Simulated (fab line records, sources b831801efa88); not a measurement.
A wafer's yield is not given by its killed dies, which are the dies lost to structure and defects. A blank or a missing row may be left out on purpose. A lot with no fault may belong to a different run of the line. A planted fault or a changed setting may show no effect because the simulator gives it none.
fab line records | flow sky130
[record] lots = 14 | wafers = 39 | last_day = 50
route steps=708 shown PWDE@52 SPACER@305 LI_CONTACT@382 LOCAL_INTERCONNECT@388
lots that met no fault: from a run of the same line without faults
start_h: start of the lot's first displayed wafer, in hours after the record's first day | wait_h: time in hours since the lot's previous step | " as in the row above | L1.1+2: a row that stands for several wafers | - no value, or no start was given | * or withheld: withheld | < > ~ a bound
route shown NAME@n: names a module that has steps shown in the file, with the first one's number in the route | usual: average and standard deviation across the fault-free wafers | same: alike in all rows | chamber/n: place in a boat | sites: each site's reading | _std_site: their standard deviation | _edge_site: outer sites' mean less inner sites' | radius_mm: how far each site lies from the wafer's centre | mask NAME#n: copy n | behind: tool/chamber where the wafer was last shaped | hold: what put the lot on hold/how long, in hours/how the hold closed | device: whichever transistor did not switch (one of n, p or np) | end of line: at the end of the route, the tests of the same wafers | where a step has no rows: the recipe by itself | killed: dies lost to structure and defects at the first sort, not the wafer's yield | map: the dies of a wafer, with x for killed, . for not killed, _ for no die there
set.NAME: the setting as run; set.NAME@STEP: as run at that earlier step | model.NAME: the simulator's own value behind a step, which no gauge read
a sample of lots followed through the steps of the route, with each step as a table and each wafer as a row
services: from which hour (start_h, from the record's first day; less than 0 if before it) a tool's chamber was out of use, for how many hours, and why
[[steps]]
[step SKY_PWDE_OVL_MEAS_07]
[usual] PWDE_OVL = 0.1/1.4
lot.wafer | tool       | chamber | start_h | wait_h | PWDE_OVL[nm]
L327.1    | overlay-02 | -       | 78.38   | -      | -0.5
L327.4    | "          | -       | "       | "      | 0.2
L327.6    | "          | -       | "       | "      | 0.2
L328.2    | overlay-01 | -       | 84.24   | -      | -1.3
L328.4    | "          | -       | "       | "      | -1.0
L328.5    | "          | -       | "       | "      | -1.4
L329.1    | overlay-02 | -       | 84.58   | -      | 0.0
L329.2    | "          | -       | "       | "      | -0.7
L329.6    | "          | -       | "       | "      | 0.5
L330.3    | overlay-02 | -       | 90.99   | -      | 2.6
L330.4    | "          | -       | "       | "      | 1.0
L330.5    | "          | -       | "       | "      | 2.0
L331.3    | overlay-01 | -       | 94.78   | -      | 0.9
L331.5    | "          | -       | "       | "      | 1.0
L331.6    | "          | -       | "       | "      | 0.9
L332.1    | overlay-01 | -       | 97.96   | -      | 0.9
L332.3    | "          | -       | "       | "      | 0.1
L332.5    | "          | -       | "       | "      | 1.2
L333.2    | overlay-02 | -       | 102.79  | -      | -3.3
L333.3    | "          | -       | "       | "      | -3.1
L334.1    | overlay-02 | -       | 108.78  | -      | 0.9
L334.3    | "          | -       | "       | "      | 2.0
L334.5    | "          | -       | "       | "      | 1.3
L336.1    | overlay-02 | -       | 115.68  | -      | -1.5
L336.2    | "          | -       | "       | "      | -2.9
L336.3    | "          | -       | "       | "      | -2.5
L335.1    | overlay-02 | -       | 116.53  | -      | -0.2
L335.5    | "          | -       | "       | "      | -1.6
L337.1    | overlay-01 | -       | 123.58  | -      | 0.3
L337.3    | "          | -       | "       | "      | 2.0
L337.6    | "          | -       | "       | "      | 1.5
L344.3    | overlay-02 | -       | 163.33  | -      | 0.4
L344.5    | "          | -       | "       | "      | 0.3
L344.6    | "          | -       | "       | "      | -0.6
L347.2    | overlay-02 | -       | 184.54  | -      | -1.1
L347.4    | "          | -       | "       | "      | -0.3
L347.6    | "          | -       | "       | "      | 0.1
L350.3    | overlay-01 | -       | 197.53  | -      | 2.1
L350.5    | "          | -       | "       | "      | 0.8
[step SKY_SPACER_THK_MEAS_01]
[recipe] reads = Si3N4_of_SPACER_CVD_00
[usual] SPACER_CVD_00_THK = 42.9/0.37
lot.wafer | tool          | chamber | start_h | wait_h | SPACER_CVD_00_THK[nm]
L327.1    | film_metro-04 | -       | 550.98  | 0.0    | 43.2
L327.4    | "             | -       | "       | "      | 42.8
L327.6    | "             | -       | "       | "      | 42.7
L329.1    | film_metro-03 | -       | 559.05  | 0.0    | 43.4
L329.2    | "             | -       | "       | "      | 43.2
L329.6    | "             | -       | "       | "      | 43.7
L328.2    | film_metro-02 | -       | 562.00  | 0.0    | 42.7
L328.4    | "             | -       | "       | "      | 43.2
L328.5    | "             | -       | "       | "      | 43.3
L330.3    | film_metro-03 | -       | 571.09  | 0.0    | 43.1
L330.4    | "             | -       | "       | "      | 42.9
L330.5    | "             | -       | "       | "      | 43.2
L331.3    | film_metro-04 | -       | 576.31  | 0.1    | 42.7
L331.5    | "             | -       | "       | "      | 42.7
L331.6    | "             | -       | "       | "      | 42.8
L332.1    | film_metro-02 | -       | 582.82  | 0.0    | 43.2
L332.3    | "             | -       | "       | "      | 43.5
L332.5    | "             | -       | "       | "      | 43.5
L333.2    | film_metro-03 | -       | 590.57  | 0.0    | 42.5
L333.3    | "             | -       | "       | "      | 42.5
L334.1    | film_metro-02 | -       | 603.53  | 0.0    | 43.1
L334.3    | "             | -       | "       | "      | 43.4
L334.5    | "             | -       | "       | "      | 43.2
L336.1    | film_metro-04 | -       | 616.03  | 0.0    | 42.6
L336.2    | "             | -       | "       | "      | 42.6
L336.3    | "             | -       | "       | "      | 42.9
L335.1    | film_metro-04 | -       | 616.09  | 0.1    | 42.9
L335.5    | "             | -       | "       | "      | 42.6
L337.1    | film_metro-03 | -       | 621.13  | 0.0    | 43.0
L337.3    | "             | -       | "       | "      | 42.7
L337.6    | "             | -       | "       | "      | 42.9
L344.3    | film_metro-02 | -       | 680.23  | 0.0    | 44.1
L344.5    | "             | -       | "       | "      | 44.2
L344.6    | "             | -       | "       | "      | 43.8
L347.2    | film_metro-02 | -       | 707.51  | 0.0    | 44.6
L347.4    | "             | -       | "       | "      | 44.7
L347.6    | "             | -       | "       | "      | 44.3
L350.3    | film_metro-04 | -       | 719.36  | 0.0    | 42.5
L350.5    | "             | -       | "       | "      | 42.4
[step SKY_LI_CONTACT_SPUTTER_20]
[recipe] material = TiN | target_thk_nm = 20 | chamber_pressure_pa = 5 | power_w = 4000 | time_s = 80
[usual] throttle_valve_pct = 29.8/1
lot.wafer | tool           | chamber | start_h | wait_h | throttle_valve_pct
L327.1    | pvd_sputter-03 | -       | 696.06  | 0.0    | 31.8
L327.4    | "              | -       | "       | "      | 29.5
L327.6    | "              | -       | "       | "      | 27.4
L329.1    | pvd_sputter-01 | -       | 704.10  | 0.0    | 29.8
L329.2    | "              | -       | "       | "      | 30.7
L329.6    | "              | -       | "       | "      | 30.6
L328.2    | pvd_sputter-02 | -       | 708.86  | 0.0    | 30.0
L328.4    | "              | -       | "       | "      | 29.5
L328.5    | "              | -       | "       | "      | 29.6
L330.3    | pvd_sputter-02 | -       | 714.56  | 0.0    | 29.3
L330.4    | "              | -       | "       | "      | 29.2
L330.5    | "              | -       | "       | "      | 29.5
L331.3    | pvd_sputter-03 | -       | 721.63  | 0.0    | 30.1
L331.5    | "              | -       | "       | "      | 29.8
L331.6    | "              | -       | "       | "      | 30.1
L332.1    | pvd_sputter-02 | -       | 725.07  | 0.0    | 29.7
L332.3    | "              | -       | "       | "      | 29.6
L332.5    | "              | -       | "       | "      | 29.1
L333.2    | pvd_sputter-02 | -       | 731.60  | 0.0    | 29.7
L333.3    | "              | -       | "       | "      | 29.2
L334.1    | pvd_sputter-02 | -       | 744.82  | 0.0    | 29.7
L334.3    | "              | -       | "       | "      | 29.7
L334.5    | "              | -       | "       | "      | 29.4
L336.1    | pvd_sputter-01 | -       | 755.43  | 0.0    | 30.6
L336.2    | "              | -       | "       | "      | 29.8
L336.3    | "              | -       | "       | "      | 30.6
L335.1    | pvd_sputter-02 | -       | 755.78  | 0.0    | 29.2
L335.5    | "              | -       | "       | "      | 29.7
L337.1    | pvd_sputter-03 | -       | 762.69  | 0.0    | 30.4
L337.3    | "              | -       | "       | "      | 29.8
L337.6    | "              | -       | "       | "      | 29.8
L344.3    | pvd_sputter-01 | -       | 818.25  | 0.0    | 30.5
L344.5    | "              | -       | "       | "      | 29.8
L344.6    | "              | -       | "       | "      | 31.0
L347.2    | pvd_sputter-03 | -       | 844.80  | 0.0    | 29.6
L347.4    | "              | -       | "       | "      | 27.0
L347.6    | "              | -       | "       | "      | 29.7
L350.3    | pvd_sputter-02 | -       | 855.08  | 0.0    | 29.2
L350.5    | "              | -       | "       | "      | 29.9
[step SKY_LOCAL_INTERCONNECT_RS_MEAS_01]
[recipe] thk_meas_gauge = four-point-probe | reads = TiN_of_LOCAL_INTERCONNECT_SPUTTER_00
[usual] LOCAL_INTERCONNECT_TIN_RS = 14.06/0.17
lot.wafer | tool          | chamber | start_h | wait_h | LOCAL_INTERCONNECT_TIN_RS[ohm/sq]
L327.1    | film_metro-01 | -       | 696.79  | 0.0    | 14.29
L327.4    | "             | -       | "       | "      | 14.19
L327.6    | "             | -       | "       | "      | 14.02
L329.1    | film_metro-01 | -       | 705.10  | 0.0    | 13.97
L329.2    | "             | -       | "       | "      | 13.76
L329.6    | "             | -       | "       | "      | 13.85
L328.2    | film_metro-03 | -       | 709.61  | 0.1    | 14.09
L328.4    | "             | -       | "       | "      | 14.09
L328.5    | "             | -       | "       | "      | 14.08
L330.3    | film_metro-01 | -       | 715.33  | 0.1    | 13.96
L330.4    | "             | -       | "       | "      | 13.89
L330.5    | "             | -       | "       | "      | 13.93
L331.3    | film_metro-03 | -       | 722.40  | 0.1    | 14.00
L331.5    | "             | -       | "       | "      | 13.98
L331.6    | "             | -       | "       | "      | 14.31
L332.1    | film_metro-04 | -       | 725.79  | 0.0    | 14.26
L332.3    | "             | -       | "       | "      | 14.20
L332.5    | "             | -       | "       | "      | 14.17
L333.2    | film_metro-04 | -       | 732.35  | 0.1    | 13.84
L333.3    | "             | -       | "       | "      | 13.91
L334.1    | film_metro-04 | -       | 748.44  | 0.0    | 14.13
L334.3    | "             | -       | "       | "      | 14.21
L334.5    | "             | -       | "       | "      | 14.16
L336.1    | film_metro-04 | -       | 756.16  | 0.0    | 13.92
L336.2    | "             | -       | "       | "      | 14.18
L336.3    | "             | -       | "       | "      | 14.13
L335.1    | film_metro-03 | -       | 756.76  | 0.0    | 14.08
L335.5    | "             | -       | "       | "      | 14.08
L337.1    | film_metro-04 | -       | 763.41  | 0.0    | 13.82
L337.3    | "             | -       | "       | "      | 13.76
L337.6    | "             | -       | "       | "      | 13.91
L344.3    | film_metro-04 | -       | 819.02  | 0.1    | 14.17
L344.5    | "             | -       | "       | "      | 14.23
L344.6    | "             | -       | "       | "      | 14.44
L347.2    | film_metro-01 | -       | 845.55  | 0.1    | 13.87
L347.4    | "             | -       | "       | "      | 13.99
L347.6    | "             | -       | "       | "      | 14.13
L350.3    | film_metro-03 | -       | 855.85  | 0.1    | 13.99
L350.5    | "             | -       | "       | "      | 13.96
[[services]]
tool           | chamber | start_h | hours | kind
pvd_sputter-03 | -       | 752.70  | 2.8   | repair
pvd_sputter-02 | -       | 820.10  | 6.1   | repair
[[key]]
[first_sign] step = SKY_SPACER_THK_MEAS_01 | reading = SPACER_CVD_00_THK | direction = up | sigmas = 3.7 | usual = 42.9 | struck = 44.3
effect none on later readings
met_at SKY_SPACER_THK_MEAS_01
struck_lots L344,L347
sort_left_out L347.2,L347.4,L347.6
tester_left_out L344,L347
not_acting_at SKY_PWDE_OVL_MEAS_07,SKY_LI_CONTACT_SPUTTER_20,SKY_LOCAL_INTERCONNECT_RS_MEAS_01
onset_between 603.53 680.23
[fault] kind = metrology_matching_offset | tool = film_metro-02 | chamber = - | onset_h = 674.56 | steps = SKY_SPACER_THK_MEAS_01 | param = thk_nm | offset = 1.5896
// tester_left_out: of these lots the tester's yield and bins aren't shown, on N5 and GAA mostly nor the transistor test; their killed dies are dies lost to structure and defects alone, not to doping, threshold or leakage, so they don't give the yield
// sort_left_out: the simulated sort isn't trusted on such a fault, so these wafers' sort isn't shown, and their yield isn't known
